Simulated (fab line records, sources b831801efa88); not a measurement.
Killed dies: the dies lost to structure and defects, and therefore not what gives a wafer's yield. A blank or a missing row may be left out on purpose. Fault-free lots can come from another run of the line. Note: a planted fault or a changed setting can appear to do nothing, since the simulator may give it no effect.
What tool caused it? || flow gf180mcu || Sampling: 13 lots, 37 wafers, 5 of 602 route steps

WHAT THE GAUGES SHOWED, per wafer
GF_MVPSD_TW_MEAS_11.
{"lot": "L589", "measured": "day 5 00:10", "on": "filmMetro-01", "MVPSD_TW": "556 556 557"}
{"lot": "L590", "measured": "day 5 07:39", "on": "filmMetro-01", "MVPSD_TW": "554 553 556"}
{"lot": "L591", "measured": "day 5 14:10", "on": "filmMetro-03", "MVPSD_TW": "555 553 555"}
{"lot": "L599", "measured": "day 7 17:06", "on": "filmMetro-03", "MVPSD_TW": 560}
{"lot": "L601", "measured": "day 8 02:39", "on": "filmMetro-04", "MVPSD_TW": "554 555 550"}
{"lot": "L602", "measured": "day 8 08:26", "on": "filmMetro-01", "MVPSD_TW": "558 558 559"}
{"lot": "L604", "measured": "day 8 23:21", "on": "filmMetro-03", "MVPSD_TW": "554 554 556"}
{"lot": "L606", "measured": "day 9 09:05", "on": "filmMetro-01", "MVPSD_TW": "558 557 560"}
{"lot": "L607", "measured": "day 9 14:46", "on": "filmMetro-04", "MVPSD_TW": "561 561 559"}
{"lot": "L608", "measured": "day 9 20:40", "on": "filmMetro-04", "MVPSD_TW": "558 556 560"}
{"lot": "L609", "measured": "day 10 02:55", "on": "filmMetro-04", "MVPSD_TW": "554 558 557"}
{"lot": "L610", "measured": "day 10 07:18", "on": "filmMetro-03", "MVPSD_TW": "558 557 558"}
{"lot": "L612", "measured": "day 10 19:56", "on": "filmMetro-01", "MVPSD_TW": "556 556 556"}

GF_VT_IMPLANT_TW_MEAS_10.
{"lot": "L589", "measured": "day 5 14:58", "on": "filmMetro-04", "VT_IMPLANT_TW": "558 560 561"}
{"lot": "L590", "measured": "day 5 23:00", "on": "filmMetro-03", "VT_IMPLANT_TW": "561 565 560"}
{"lot": "L591", "measured": "day 6 05:26", "on": "filmMetro-02", "VT_IMPLANT_TW": "556 554 554"}
{"lot": "L599", "measured": "day 8 09:56", "on": "filmMetro-03", "VT_IMPLANT_TW": 564}
{"lot": "L601", "measured": "day 8 19:11", "on": "filmMetro-03", "VT_IMPLANT_TW": "566 567 567"}
{"lot": "L602", "measured": "day 9 01:35", "on": "filmMetro-04", "VT_IMPLANT_TW": "569 570 567"}
{"lot": "L604", "measured": "day 9 16:46", "on": "filmMetro-03", "VT_IMPLANT_TW": "570 572 568"}
{"lot": "L606", "measured": "day 10 03:03", "on": "filmMetro-02", "VT_IMPLANT_TW": "558 555 555"}
{"lot": "L607", "measured": "day 10 08:33", "on": "filmMetro-02", "VT_IMPLANT_TW": "558 554 558"}
{"lot": "L608", "measured": "day 10 14:49", "on": "filmMetro-03", "VT_IMPLANT_TW": "565 569 570"}
{"lot": "L609", "measured": "day 10 21:44", "on": "filmMetro-02", "VT_IMPLANT_TW": "558 556 555"}
{"lot": "L610", "measured": "day 11 01:35", "on": "filmMetro-04", "VT_IMPLANT_TW": "566 562 561"}
{"lot": "L612", "measured": "day 11 14:42", "on": "filmMetro-04", "VT_IMPLANT_TW": "561 558 558"}

GF_VT_IMPLANT_RS_MEAS_47: measurement is done with a four-point probe.
{"lot": "L589", "measured": "day 7 14:46", "on": "filmMetro-03", "NWELL_RS (ohm/sq)": "487.3 488.9 487.2"}
{"lot": "L590", "measured": "day 7 22:51", "on": "filmMetro-01", "NWELL_RS (ohm/sq)": "487.0 486.1 487.0"}
{"lot": "L591", "measured": "day 8 06:29", "on": "filmMetro-01", "NWELL_RS (ohm/sq)": "487.5 486.4 486.7"}
{"lot": "L599", "measured": "day 10 15:17", "on": "filmMetro-03", "NWELL_RS (ohm/sq)": 492.1}
{"lot": "L601", "measured": "day 11 00:51", "on": "filmMetro-04", "NWELL_RS (ohm/sq)": "487.7 488.1 487.6"}
{"lot": "L602", "measured": "day 11 08:21", "on": "filmMetro-01", "NWELL_RS (ohm/sq)": "487.9 488.2 487.4"}
{"lot": "L604", "measured": "day 12 00:10", "on": "filmMetro-04", "NWELL_RS (ohm/sq)": "486.6 486.5 487.6"}
{"lot": "L606", "measured": "day 12 12:19", "on": "filmMetro-01", "NWELL_RS (ohm/sq)": "488.4 488.0 487.0"}
{"lot": "L607", "measured": "day 12 17:29", "on": "filmMetro-03", "NWELL_RS (ohm/sq)": "489.1 487.2 489.0"}
{"lot": "L608", "measured": "day 13 01:05", "on": "filmMetro-01", "NWELL_RS (ohm/sq)": "484.5 484.9 483.6"}
{"lot": "L609", "measured": "day 13 08:30", "on": "filmMetro-03", "NWELL_RS (ohm/sq)": "485.3 486.0 487.2"}
{"lot": "L610", "measured": "day 13 13:26", "on": "filmMetro-01", "NWELL_RS (ohm/sq)": "489.8 489.3 488.2"}
{"lot": "L612", "measured": "day 14 03:19", "on": "filmMetro-03", "NWELL_RS (ohm/sq)": "487.1 488.5 488.9"}

EACH LOT AND THE TOOL THAT RAN IT (in order: tool; ch and the chambers of the sampled wafers; start)
{"lot": "L589", "GF_NWELL_IMPLANT_09": "implanter-02 ch 0, day 3 07:38", "GF_LVPWELL_STRIP_10": "plasmaAsher-04 ch 0,1, day 3 20:40"}
{"lot": "L590", "GF_NWELL_IMPLANT_09": "implanter-03 ch 0, day 3 13:25", "GF_LVPWELL_STRIP_10": "plasmaAsher-02 ch 0,1, day 4 02:51"}
{"lot": "L591", "GF_NWELL_IMPLANT_09": "implanter-03 ch 0, day 3 18:40", "GF_LVPWELL_STRIP_10": "plasmaAsher-04 ch 0,1, day 4 09:10"}
{"lot": "L599", "GF_NWELL_IMPLANT_09": "implanter-03 ch 0, day 5 17:18", "GF_LVPWELL_STRIP_10": "plasmaAsher-04 ch 1, day 6 08:45"}
{"lot": "L601", "GF_NWELL_IMPLANT_09": "implanter-01 ch 0, day 6 02:55", "GF_LVPWELL_STRIP_10": "plasmaAsher-04 ch 0, day 6 18:16"}
{"lot": "L602", "GF_NWELL_IMPLANT_09": "implanter-01 ch 0, day 6 07:19", "GF_LVPWELL_STRIP_10": "plasmaAsher-03 ch 0,1, day 6 23:02"}
{"lot": "L604", "GF_NWELL_IMPLANT_09": "implanter-01 ch 0, day 6 20:01", "GF_LVPWELL_STRIP_10": "plasmaAsher-04 ch 0,1, day 7 12:54"}
{"lot": "L606", "GF_NWELL_IMPLANT_09": "implanter-01 ch 0, day 7 04:51", "GF_LVPWELL_STRIP_10": "plasmaAsher-03 ch 0,1, day 7 21:56"}
{"lot": "L607", "GF_NWELL_IMPLANT_09": "implanter-01 ch 0, day 7 11:09", "GF_LVPWELL_STRIP_10": "plasmaAsher-02 ch 1, day 8 03:48"}
{"lot": "L608", "GF_NWELL_IMPLANT_09": "implanter-02 ch 0, day 7 15:55", "GF_LVPWELL_STRIP_10": "plasmaAsher-02 ch 0,1, day 8 08:41"}
{"lot": "L609", "GF_NWELL_IMPLANT_09": "implanter-02 ch 0, day 7 21:30", "GF_LVPWELL_STRIP_10": "plasmaAsher-02 ch 0,1, day 8 14:42"}
{"lot": "L610", "GF_NWELL_IMPLANT_09": "implanter-01 ch 0, day 8 02:02", "GF_LVPWELL_STRIP_10": "plasmaAsher-04 ch 0,1, day 8 18:51"}
{"lot": "L612", "GF_NWELL_IMPLANT_09": "implanter-01 ch 0, day 8 13:27", "GF_LVPWELL_STRIP_10": "plasmaAsher-03 ch 0,1, day 9 07:02"}
- GF_NWELL_IMPLANT_09
- GF_LVPWELL_STRIP_10: strips in O2/N2.

WHAT THE TOOLS THEMSELVES READ (means of the sampled wafers that have a number; where no wafer has one, the mark that the record gives instead)
GF_LVPWELL_STRIP_10.
{"lot": "L589", "tool": "plasmaAsher-04", "drypumpMotorCurrentA (A)": 5.61, "heaterPowerW (W)": 320, "oesProductAu (a.u.)": 0.722, "stripTimeToEndpointS (s)": 37.04}
{"lot": "L590", "tool": "plasmaAsher-02", "drypumpMotorCurrentA (A)": 5.52, "heaterPowerW (W)": 407, "oesProductAu (a.u.)": 0.728, "stripTimeToEndpointS (s)": 36.97}
{"lot": "L591", "tool": "plasmaAsher-04", "drypumpMotorCurrentA (A)": 5.64, "heaterPowerW (W)": 320, "oesProductAu (a.u.)": 0.719, "stripTimeToEndpointS (s)": 36.86}
{"lot": "L599", "tool": "plasmaAsher-04", "drypumpMotorCurrentA (A)": 5.64, "heaterPowerW (W)": 299, "oesProductAu (a.u.)": 0.723, "stripTimeToEndpointS (s)": 36.93}
{"lot": "L601", "tool": "plasmaAsher-04", "drypumpMotorCurrentA (A)": 5.62, "heaterPowerW (W)": 326, "oesProductAu (a.u.)": 0.726, "stripTimeToEndpointS (s)": 37.10}
{"lot": "L602", "tool": "plasmaAsher-03", "drypumpMotorCurrentA (A)": 5.85, "heaterPowerW (W)": 335, "oesProductAu (a.u.)": 0.721, "stripTimeToEndpointS (s)": 36.96}
{"lot": "L604", "tool": "plasmaAsher-04", "drypumpMotorCurrentA (A)": 5.68, "heaterPowerW (W)": 320, "oesProductAu (a.u.)": 0.722, "stripTimeToEndpointS (s)": 36.97}
{"lot": "L606", "tool": "plasmaAsher-03", "drypumpMotorCurrentA (A)": 5.82, "heaterPowerW (W)": 360, "oesProductAu (a.u.)": 0.723, "stripTimeToEndpointS (s)": 37.06}
{"lot": "L607", "tool": "plasmaAsher-02", "drypumpMotorCurrentA (A)": 5.79, "heaterPowerW (W)": 420, "oesProductAu (a.u.)": 0.720, "stripTimeToEndpointS (s)": 36.90}
{"lot": "L608", "tool": "plasmaAsher-02", "drypumpMotorCurrentA (A)": 5.25, "heaterPowerW (W)": 394, "oesProductAu (a.u.)": 0.724, "stripTimeToEndpointS (s)": 37.03}
{"lot": "L609", "tool": "plasmaAsher-02", "drypumpMotorCurrentA (A)": 5.28, "heaterPowerW (W)": 396, "oesProductAu (a.u.)": 0.725, "stripTimeToEndpointS (s)": 36.96}
{"lot": "L610", "tool": "plasmaAsher-04", "drypumpMotorCurrentA (A)": 5.66, "heaterPowerW (W)": 316, "oesProductAu (a.u.)": 0.728, "stripTimeToEndpointS (s)": 37.11}
{"lot": "L612", "tool": "plasmaAsher-03", "drypumpMotorCurrentA (A)": 5.84, "heaterPowerW (W)": 341, "oesProductAu (a.u.)": 0.723, "stripTimeToEndpointS (s)": 37.04}

THE ANSWER, worked out from the rows above alone
Rule: the usual values come from the lots themselves. Put in order of their means at a reading, lots are off if they are a third of the lots or fewer, leave a main group of 4 or more, and stand apart from it by a gap of 3 or more times the standard deviation of the main group's means; of several such gaps the widest counts. Not used: any main group whose means are identical at the precision the tables above print for the reading. A lot without any number at a reading at which 4 lots or more have one is off too. The other lots that the step has rows for count as sound. Order of review: gauges by route order, followed by the tools' own readings, for which a lot's mean as printed above is used. At the first step where some lot is off, the reading lying furthest off is the one used; lots without a number count as furthest.
Nothing can be told from this: no lot is off at any reading shown.

WHAT THE SIMULATOR HAD PUT IN
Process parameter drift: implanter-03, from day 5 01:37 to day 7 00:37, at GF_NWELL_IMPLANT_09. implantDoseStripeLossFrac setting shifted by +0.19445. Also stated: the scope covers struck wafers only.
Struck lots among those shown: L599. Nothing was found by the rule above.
